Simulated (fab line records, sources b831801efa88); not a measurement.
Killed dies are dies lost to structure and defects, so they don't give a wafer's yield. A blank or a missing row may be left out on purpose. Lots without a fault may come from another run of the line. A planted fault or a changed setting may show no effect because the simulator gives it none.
Problem report in the 8D (eight disciplines) form, filled by code | flow sky130 | the parts of the form that need people (team, actions taken, sign-off) are left out

1. THE PROBLEM
dose_ions_cm2 at SKY_LDD_N_IMPLANT_14 reads a mean of 3e+12 on 6 wafers of 2 lots; wafers without a fault read 5e+12 with a standard deviation of 5.5e+09. That is -99 or more standard deviations from the usual mean.
First seen on wafer L928.3, day 25 03:28, on implanter-01. The record holds 42 wafers of 14 lots with a number at this step. Rule for "out", or "out of limits": more than 4 standard deviations from the usual mean. The other wafers with a number count as sound.

2. WHAT IT IS AND WHAT IT IS NOT
question                    | is                                | is not
which readings at this step | dose_ions_cm2, faraday_current_uA | -
which lots                  | L928, L929                        | L908, L909, L911, L912, L913, L914, L916, L917, L918, L919, L930, L931
which wafers of those lots  | all that have a number            | -
read on which tools         | implanter-01                      | implanter-02, implanter-03
when                        | from day 25 03:28                 | up to then (30 sound wafers); but 6 sound wafers of L930, L931 came after

3. SUSPECTS, AND WHAT RULES EACH OUT
Counting: a tool at a process step up to the reading stays a suspect if it ran every lot that is out and no sound lot after the first of them.
- implanter-01 at SKY_LDD_N_IMPLANT_14: kept. It ran every lot that is out, first L928 (day 25 03:28), and no sound lot after that; its last sound lot up to then is L914 (day 20 00:18). Its own readings are out on those wafers: dose_ions_cm2, faraday_current_uA.
Left after counting: implanter-01 at SKY_LDD_N_IMPLANT_14.

4. THE CAUSE (what the simulator had put in)
Process parameter drift: implanter-01, from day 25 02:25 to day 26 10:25, at SKY_LDD_N_IMPLANT_14. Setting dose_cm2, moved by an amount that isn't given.
Counting left only this tool.

5. THE CHAIN OF EFFECTS, in route order
Each row: a reading whose mean over the struck wafers that have a number lies more than 3 standard deviations from the usual. Only readings for which the record gives a usual standard deviation are gone through. hours: the time from each lot's start at the first step in this table that gives one to its start at this step, as a median over the lots. sigmas: the change in usual standard deviations.
hours | step                 | reading            | usual | on struck wafers | change | sigmas
0     | SKY_LDD_N_IMPLANT_14 | dose_ions_cm2      | 5e+12 | 3e+12            | -2e+12 | -99 or more
0     | SKY_LDD_N_IMPLANT_14 | faraday_current_uA | 28.1  | 17.5             | -10.6  | -19
The process steps in it:
- SKY_LDD_N_IMPLANT_14
Later measuring or inspecting steps at which every struck wafer that the step has a row for has a number for every such reading, and none has moved that far: SKY_VIA2_OVL_MEAS_13, SKY_VIA2_RS_MEAS_22.

6. WHAT WOULD HAVE CAUGHT IT SOONER
In this record the first reading out of limits was taken at day 25 03:28, 1 hour after the fault began at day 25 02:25.
